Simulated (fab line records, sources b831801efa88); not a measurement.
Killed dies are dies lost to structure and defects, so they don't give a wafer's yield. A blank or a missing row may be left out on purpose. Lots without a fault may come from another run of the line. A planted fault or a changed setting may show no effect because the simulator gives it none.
fab line records | flow sky130
record lots=6 wafers=18 last_day=50
route steps=708 shown SONOS_TUNNEL@156 SONOS_ONO@168 PAD_OPEN@708
lots that met no fault: from a run of the same line without faults
start_h: hours from the record's first day to the start of the lot's first wafer shown | wait_h: hours since the lot's step before | " the same as in the row above | L1.1+2: a row that stands for several wafers | - no value, or no start given | * or withheld: withheld | < > ~ a bound
route shown NAME@n: a module of which the file shows steps, and the number in the route of the first | usual: mean/standard deviation of fault-free wafers | same: alike in all rows | chamber/n: place in a boat | sites: the reading at each site | _std_site: their standard deviation | _edge_site: outer sites' mean less inner sites' | radius_mm: how far each site lies from the wafer's centre | mask NAME#n: copy n | behind: the tool/chamber that last shaped the wafer | hold: why the lot was held/for how many hours/how that ended | device: the transistor (n, p or np) that didn't switch | end of line: the same wafers' tests at the end of the route | a step without rows: its recipe alone | killed: dies lost to structure and defects at the first sort, not the wafer's yield | map: a wafer's dies, x killed, . not, _ none there
set.NAME: the setting as run; set.NAME@STEP: as run at that earlier step | model.NAME: the simulator's own value behind a step, which no gauge read
lots at some steps of the route; a table a step, a row a wafer
services: from which hour (start_h, from the record's first day; less than 0 if before it) a tool's chamber was out of use, for how many hours, and why
## steps
# step SKY_SONOS_TUNNEL_COAT_02
# recipe resist=NOVOLAK spin_rpm=3000 resist_thk_nm=1140
# step SKY_SONOS_TUNNEL_SOFTBAKE_03
# recipe temp_c=90 time_s=60 resist=NOVOLAK
# step SKY_SONOS_TUNNEL_EXPOSE_04
# recipe mask_id=TUNM na=0.6 source_shape=conventional sigma_outer=0.6 polarization=unpolarized target_cd_nm=410 dose_mj=136
# step SKY_SONOS_TUNNEL_PEB_05
# recipe temp_c=withheld time_s=* resist=NOVOLAK
# step SKY_SONOS_TUNNEL_DEVELOP_06
# recipe resist=NOVOLAK developer=TMAH develop_time_s=60 dev_temp_c=23
# step SKY_SONOS_TUNNEL_CD_MEAS_07
# recipe target_cd_nm=410
# usual cd_nm=410/3
# columns lot.wafer tool chamber start_h wait_h cd_nm
L675.1 cd_sem-01 - 257.96 0.1 413
L675.4 " - " " 414
L675.5 " - " " 416
L678.3 cd_sem-02 - 278.53 0.1 406
L678.5 " - " " 407
L678.6 " - " " 407
L682.2 cd_sem-01 - 309.36 0.1 407
L682.3 " - " " 409
L682.6 " - " " 410
L683.2 cd_sem-01 - 316.21 0.1 413
L683.3 " - " " 413
L683.6 " - " " 414
L693.1 cd_sem-02 - 392.56 0.1 409
L693.3 " - " " 410
L693.4 " - " " 409
L697.1 cd_sem-01 - 427.39 0.1 413
L697.2 " - " " 412
L697.5 " - " " 412
# step SKY_SONOS_TUNNEL_OVL_MEAS_08
# usual SONOS_TUNNEL_OVL=0.5/1.9
# columns lot.wafer tool chamber start_h wait_h SONOS_TUNNEL_OVL[nm]
L675.1 overlay-01 - 258.08 0.1 -0.6
L675.4 " - " " -1.9
L675.5 " - " " -1.8
L678.3 overlay-01 - 278.62 0.1 1.5
L678.5 " - " " 1.4
L678.6 " - " " 0.9
L682.2 overlay-02 - 309.47 0.1 1.6
L682.3 " - " " 0.9
L682.6 " - " " 2.6
L683.2 overlay-01 - 316.32 0.1 -1.6
L683.3 " - " " -0.4
L683.6 " - " " -1.0
L693.1 overlay-02 - 392.68 0.1 2.5
L693.3 " - " " 2.9
L693.4 " - " " 3.2
L697.1 overlay-02 - 427.51 0.1 2.6
L697.2 " - " " 1.1
L697.5 " - " " 2.8
# step SKY_SONOS_TUNNEL_IMPLANT_09
# recipe species=B energy_kev=20 dose_cm2=1e+12 tilt_deg=withheld
# step SKY_SONOS_TUNNEL_WET_ETCH_10
# recipe chemistry=dHF target_depth_nm=14 target=SiO2 dilution=100:1 temp_c=25 time_s=280
# step SKY_SONOS_TUNNEL_STRIP_11
# recipe chemistry=SPM time_s=600 temp_c=130
# step SKY_SONOS_TUNNEL_TW_MEAS_12
# usual SONOS_TUNNEL_TW=195.9/2.4
# columns lot.wafer tool chamber start_h wait_h SONOS_TUNNEL_TW
L675.1 film_metro-04 - 258.53 0.0 197.3
L675.4 " - " " 197.8
L675.5 " - " " 197.0
L678.3 film_metro-01 - 279.09 0.0 192.5
L678.5 " - " " 192.4
L678.6 " - " " 192.4
L682.2 film_metro-04 - 309.93 0.0 196.6
L682.3 " - " " 197.0
L682.6 " - " " 197.8
L683.2 film_metro-04 - 316.77 0.0 198.9
L683.3 " - " " 198.3
L683.6 " - " " 197.7
L693.1 film_metro-04 - 393.13 0.0 198.0
L693.3 " - " " 196.8
L693.4 " - " " 197.0
L697.1 film_metro-01 - 427.97 0.0 192.4
L697.2 " - " " 192.0
L697.5 " - " " 192.6
# step SKY_SONOS_TUNNEL_CLEAN_13
# recipe chemistry=dHF time_s=20 dilution=100:1 dry=ipa_marangoni
# step SKY_SONOS_ONO_OXIDATION_00
# recipe temp_c=800 ambient=O2 idle_temp_c=700 ramp_up_c_per_min=10 ramp_down_c_per_min=3 stabilise_s=600 purge_s=300 target_thk_a=26 ox_time_s=1249
# usual spike_tc_centre_C=799.4/1.9 spike_tc_lower_C=799.4/1.3 spike_tc_top_C=812.1/1.6 spike_tc_upper_C=800.3/0.99 tube_center_temp_C=800/0.07 tube_center_temp_C_max=802.1/0.33 zone_power_top_pct=27.2/1.2
# columns lot.wafer tool chamber start_h wait_h spike_tc_centre_C spike_tc_lower_C spike_tc_top_C spike_tc_upper_C tube_center_temp_C tube_center_temp_C_max zone_power_top_pct model.SiO2_of_SONOS_ONO_OXIDATION_00.thk_nm
L675.1 furnace-02 0 258.60 0.0 800.4 800.5 812.0 802.3 799.95 801.7 26.7 2.556
L675.4 " 0 " " 800.3 800.4 809.4 799.7 799.98 801.6 25.9 2.565
L675.5 " 0 " " 801.8 799.3 810.1 801.9 800.04 802.9 25.9 2.553
L678.3 furnace-01 0 281.78 2.6 798.5 800.0 813.0 799.7 799.99 801.9 28.5 2.59
L678.5 " 0 " " 794.9 796.9 813.6 799.9 800 801.9 28.1 2.634
L678.6 " 0 " " 797.9 797.8 813.1 800.2 800.03 801.7 28.2 2.559
L682.2 furnace-01 0 310.02 0.0 784.3 786.8 802.0 788.7 787.28 790.1 28.0 2.223
L682.3 " 0 " " 787.1 786.0 802.7 789.2 787.27 789.6 27.9 2.135
L682.6 " 0 " " 786.8 785.6 799.5 787.2 787.2 789.4 27.7 2.171
L683.2 furnace-01 0 317.81 1.0 785.0 785.3 801.6 788.9 787.14 789.4 28.2 2.1
L683.3 " 0 " " 784.7 785.9 801.8 788.2 787.38 789.4 27.9 2.099
L683.6 " 0 " " 782.9 785.2 800.7 787.2 787.18 789.1 27.8 2.121
L693.1 furnace-02 0 393.20 0.0 800.0 801.6 811.7 800.1 800.06 802.3 25.7 2.521
L693.3 " 0 " " 802.1 798.4 808.7 800.8 799.9 801.7 26.5 2.562
L693.4 " 0 " " 801.1 800.4 811.2 800.6 799.98 802.2 26.1 2.536
L697.1 furnace-01 0 428.04 0.0 800.0 800.0 814.4 800.0 800.01 802.7 28.8 2.65
L697.2 " 0 " " 798.4 798.6 812.4 799.2 799.87 801.5 28.5 2.652
L697.5 " 0 " " 798.2 797.9 810.6 800.6 800.02 801.9 28.9 2.6
# step SKY_SONOS_ONO_THK_MEAS_01
# recipe reads=SiO2_of_SONOS_ONO_OXIDATION_00
# usual SONOS_ONO_OXIDATION_THK=2.60/0.054
# columns lot.wafer tool chamber start_h wait_h SONOS_ONO_OXIDATION_THK[nm]
L675.1 film_metro-01 - 259.95 0.0 2.55
L675.4 " - " " 2.60
L675.5 " - " " 2.54
L678.3 film_metro-02 - 283.14 0.0 2.54
L678.5 " - " " 2.65
L678.6 " - " " 2.54
L682.2 film_metro-02 - 311.38 0.0 2.26
L682.3 " - " " 2.12
L682.6 " - " " 2.18
L683.2 film_metro-01 - 319.16 0.0 2.13
L683.3 " - " " 2.12
L683.6 " - " " 2.14
L693.1 film_metro-03 - 394.55 0.0 2.51
L693.3 " - " " 2.57
L693.4 " - " " 2.59
L697.1 film_metro-01 - 429.39 0.0 2.65
L697.2 " - " " 2.66
L697.5 " - " " 2.61
# step SKY_SONOS_ONO_CVD_02
# recipe material=Si3N4 precursor=DCS/NH3 target_thk_nm=10.5 temp_c=770 time_s=180 pressure_mtorr=250
# step SKY_PAD_OPEN_PROBE_99
# usual killed_at_M0_to_M3=42/7.3 killed_at_M4_up=3.4/2 killed_at_contacts=24/5.8 killed_at_front_end=15/4.6 killed_at_other=0.3/0.62 killed_dies=84/9.8 killed_open=47/6.9 killed_short=38/6.3
# same gross_dies=492 killed_at_back_side=0
# columns lot.wafer tool chamber start_h wait_h killed_at_M0_to_M3 killed_at_M4_up killed_at_contacts killed_at_front_end killed_at_other killed_dies killed_open killed_short model.etest.sonos_erased.drive_ua_um model.etest.cap_ono.gate_log10_a_cm2 model.etest.cap_ono.gate_bv_v model.etest.cap_ono.tox_acc_nm model.etest.sonos_erased.vt_v model.etest.sonos_baked.vt_less_v
L675.1 prober-02 - 1064.20 0.1 55 2 22 19 0 98 54 44 211.9 -7.895 16.01 12.89 -2.33 -0.4823
L675.4 prober-02 - 1064.35 0.2 44 2 21 9 0 76 51 25 223.6 -7.837 16.09 12.85 -2.348 -0.545
L675.5 prober-02 - 1064.40 0.2 39 3 35 10 0 87 54 33 202.9 -7.817 16.85 12.78 -2.332 -0.5693
L678.3 prober-02 - 1165.30 0.2 50 1 23 13 0 87 51 36 166.9 -8.061 16.71 13.02 -2.241 -0.4566
L678.5 prober-02 - 1165.40 0.2 34 1 23 10 2 70 31 39 196.4 -7.908 16.35 12.9 -2.304 -0.5923
L678.6 prober-02 - 1165.45 0.2 43 2 28 13 0 86 53 33 168.7 -7.92 16.14 12.89 -2.265 -0.5893
L683.2 prober-01 - 1167.42 0.1 33 5 15 20 2 75 40 35 229 -7.345 16.05 12.42 -2.553 -0.6562
L683.3 prober-01 - 1167.47 0.2 41 6 20 25 0 92 53 39 195.1 -7.347 15.53 12.41 -2.522 -0.6878
L683.6 prober-01 - 1167.62 0.2 39 5 22 22 0 88 50 38 264.1 -7.306 15.88 12.37 -2.592 -0.686
L682.2 prober-02 - 1169.75 0.1 26 2 22 13 0 63 36 27 186.4 -7.537 16.04 12.56 -2.452 -0.634
L682.3 prober-02 - 1169.80 0.2 39 4 31 12 0 86 44 42 192.2 -7.329 16.11 12.44 -2.499 -0.6396
L682.6 prober-02 - 1169.95 0.2 49 1 27 10 0 87 58 29 226.1 -7.652 15.49 12.63 -2.483 -0.6337
L693.1 prober-02 - 1180.43 0.1 42 3 24 10 0 79 44 35 217.2 -7.818 16.42 12.78 -2.376 -0.5221
L693.3 prober-02 - 1180.53 0.2 33 3 31 23 1 91 52 39 197.7 -7.936 16.46 12.82 -2.32 -0.5183
L693.4 prober-02 - 1180.58 0.2 42 3 29 15 1 90 48 42 182.1 -7.787 16.51 12.87 -2.322 -0.541
L697.1 prober-02 - 1199.26 0.1 44 0 28 20 0 92 47 45 188.6 -8.264 17.15 13.12 -2.189 -0.4588
L697.2 prober-02 - 1199.31 0.1 40 2 28 8 0 78 47 31 171.7 -8.216 16.94 13.14 -2.17 -0.4578
L697.5 prober-02 - 1199.46 0.2 47 4 41 25 1 118 63 55 177.6 -8.087 16.82 12.98 -2.235 -0.5225
# killed by level:class
L675.1 CONTACT:geometric_particle:open=13 VIA3:geometric_particle:open=12 FIELD_ISO:geometric_particle:short=7 VIA2:geometric_particle:short=7 VIA1:geometric_particle:open=6 METAL2:geometric_particle:short=6 VIA3:geometric_particle:short=6 VIA2:geometric_particle:open=5
L675.4 VIA2:geometric_particle:open=11 VIA3:geometric_particle:open=10 CONTACT:geometric_particle:open=8 LI_CONTACT:geometric_particle:open=6 FIELD_ISO:geometric_particle:open=5 LOCAL_INTERCONNECT:geometric_particle:short=4 VIA1:geometric_particle:short=4 VIA3:geometric_particle:short=4
L675.5 LI_CONTACT:geometric_particle:open=12 CONTACT:geometric_particle:open=11 LOCAL_INTERCONNECT:geometric_particle:short=7 VIA1:geometric_particle:open=7 METAL2:geometric_particle:short=6 VIA2:geometric_particle:open=6 VIA3:geometric_particle:open=6 METAL3:geometric_particle:short=5
L678.3 VIA1:geometric_particle:open=13 VIA3:geometric_particle:open=9 VIA2:geometric_particle:open=7 CONTACT:geometric_particle:open=7 CONTACT:geometric_particle:short=6 POLY_GATE:geometric_particle:open=4 LI_CONTACT:geometric_particle:short=4 LI_CONTACT:geometric_particle:open=4
L678.5 LI_CONTACT:geometric_particle:open=9 VIA1:geometric_particle:open=8 FIELD_ISO:geometric_particle:short=6 METAL2:geometric_particle:short=6 VIA3:geometric_particle:open=5 CONTACT:geometric_particle:short=5 VIA1:geometric_particle:short=5 CONTACT:geometric_particle:open=4
L678.6 VIA1:geometric_particle:open=11 CONTACT:geometric_particle:open=9 LI_CONTACT:geometric_particle:open=8 VIA2:geometric_particle:open=7 CONTACT:geometric_particle:short=6 VIA1:geometric_particle:short=6 METAL2:geometric_particle:short=5 POLY_GATE:geometric_particle:open=4
L683.2 CONTACT:geometric_particle:open=7 VIA1:geometric_particle:open=7 POLY_GATE:geometric_particle:short=6 POLY_GATE:geometric_particle:open=6 VIA2:geometric_particle:open=4 VIA1:geometric_particle:short=4 METAL2:geometric_particle:short=4 VIA3:geometric_particle:open=4
L683.3 POLY_GATE:geometric_particle:open=11 VIA1:geometric_particle:open=11 METAL1:geometric_particle:short=8 VIA2:geometric_particle:open=7 POLY_GATE:geometric_particle:short=5 CONTACT:geometric_particle:open=5 FIELD_ISO:geometric_particle:open=4 LI_CONTACT:geometric_particle:open=4
L683.6 VIA1:geometric_particle:open=14 LI_CONTACT:geometric_particle:open=10 POLY_GATE:geometric_particle:short=8 POLY_GATE:geometric_particle:open=6 VIA2:geometric_particle:open=6 FIELD_ISO:geometric_particle:short=5 LOCAL_INTERCONNECT:geometric_particle:short=4 CONTACT:geometric_particle:open=4
L682.2 VIA1:geometric_particle:open=9 POLY_GATE:geometric_particle:open=8 LOCAL_INTERCONNECT:geometric_particle:short=8 CONTACT:geometric_particle:open=7 VIA1:geometric_particle:short=4 VIA2:geometric_particle:open=4 LI_CONTACT:geometric_particle:short=3 METAL4:geometric_particle:short=2
L682.3 CONTACT:geometric_particle:open=11 METAL2:geometric_particle:short=8 VIA1:geometric_particle:open=8 VIA2:geometric_particle:open=8 LOCAL_INTERCONNECT:geometric_particle:short=7 LI_CONTACT:geometric_particle:open=6 METAL1:geometric_particle:short=5 VIA1:geometric_particle:short=5
L682.6 CONTACT:geometric_particle:open=14 VIA1:geometric_particle:open=13 VIA3:geometric_particle:open=8 POLY_GATE:geometric_particle:open=6 METAL2:geometric_particle:short=6 VIA2:geometric_particle:open=6 CONTACT:geometric_particle:short=5 LI_CONTACT:geometric_particle:open=4
L693.1 VIA1:geometric_particle:open=11 LI_CONTACT:geometric_particle:open=9 METAL1:geometric_particle:short=8 CONTACT:geometric_particle:open=6 CONTACT:geometric_particle:short=6 VIA2:geometric_particle:open=6 VIA1:geometric_particle:short=5 POLY_GATE:geometric_particle:open=4
L693.3 VIA1:geometric_particle:open=13 CONTACT:geometric_particle:open=11 POLY_GATE:geometric_particle:short=9 LI_CONTACT:geometric_particle:open=7 POLY_GATE:geometric_particle:open=6 LOCAL_INTERCONNECT:geometric_particle:short=5 CONTACT:geometric_particle:short=5 VIA2:geometric_particle:open=5
L693.4 VIA1:geometric_particle:open=11 LI_CONTACT:geometric_particle:open=10 CONTACT:geometric_particle:short=8 CONTACT:geometric_particle:open=7 POLY_GATE:geometric_particle:open=5 METAL2:geometric_particle:short=5 VIA3:geometric_particle:open=5 LI_CONTACT:geometric_particle:short=4
L697.1 VIA1:geometric_particle:open=10 CONTACT:geometric_particle:short=8 LI_CONTACT:geometric_particle:open=8 VIA1:geometric_particle:short=6 VIA2:geometric_particle:open=6 FIELD_ISO:geometric_particle:short=5 CONTACT:geometric_particle:open=5 VIA3:geometric_particle:open=5
L697.2 VIA1:geometric_particle:open=13 CONTACT:geometric_particle:open=11 LI_CONTACT:geometric_particle:open=7 LOCAL_INTERCONNECT:geometric_particle:short=6 VIA3:geometric_particle:open=5 VIA2:geometric_particle:open=5 METAL2:geometric_particle:short=4 POLY_GATE:geometric_particle:open=3
L697.5 CONTACT:geometric_particle:open=16 VIA1:geometric_particle:short=12 VIA1:geometric_particle:open=12 LI_CONTACT:geometric_particle:open=10 POLY_GATE:geometric_particle:short=7 CONTACT:geometric_particle:short=7 VIA2:geometric_particle:open=6 FIELD_ISO:geometric_particle:open=5
## services
# columns tool chamber start_h hours kind
furnace-02 - 277.66 10.2 repair
furnace-02 - 344.46 12.6 repair
furnace-01 - 357.73 3.4 pm
furnace-02 - 373.30 3.3 pm
## key
first_sign step=SKY_SONOS_ONO_OXIDATION_00 reading=tube_center_temp_C direction=down sigmas=99+ usual=* struck=*
effect step=SKY_SONOS_ONO_OXIDATION_00 reading=tube_center_temp_C_max direction=down sigmas=38 usual=* struck=*
effect step=SKY_SONOS_ONO_THK_MEAS_01 reading=SONOS_ONO_OXIDATION_THK direction=down sigmas=8.2 usual=2.60 struck=2.16
model_effect step=SKY_SONOS_ONO_OXIDATION_00 value=SiO2_of_SONOS_ONO_OXIDATION_00.thk_nm without=2.585 struck=2.142
model_effect step=SKY_PAD_OPEN_PROBE_99 value=etest.sonos_erased.drive_ua_um without=186.9 struck=215.5
met_at SKY_SONOS_ONO_OXIDATION_00
struck_wafers L682.2,L682.3,L682.6,L683.2,L683.3,L683.6
tester_left_out L682,L683
onset_between 281.78 310.02
fault kind=process_parameter_drift tool=furnace-01 chamber=- onset_h=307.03 steps=SKY_SONOS_ONO_OXIDATION_00 channel=temp_c offset=* shape=step end_h=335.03 acts_in=* stated=*
# tester_left_out: of these lots the tester's yield and bins aren't shown, on N5 and GAA mostly nor the transistor test; their killed dies are dies lost to structure and defects alone, not to doping, threshold or leakage, so they don't give the yield
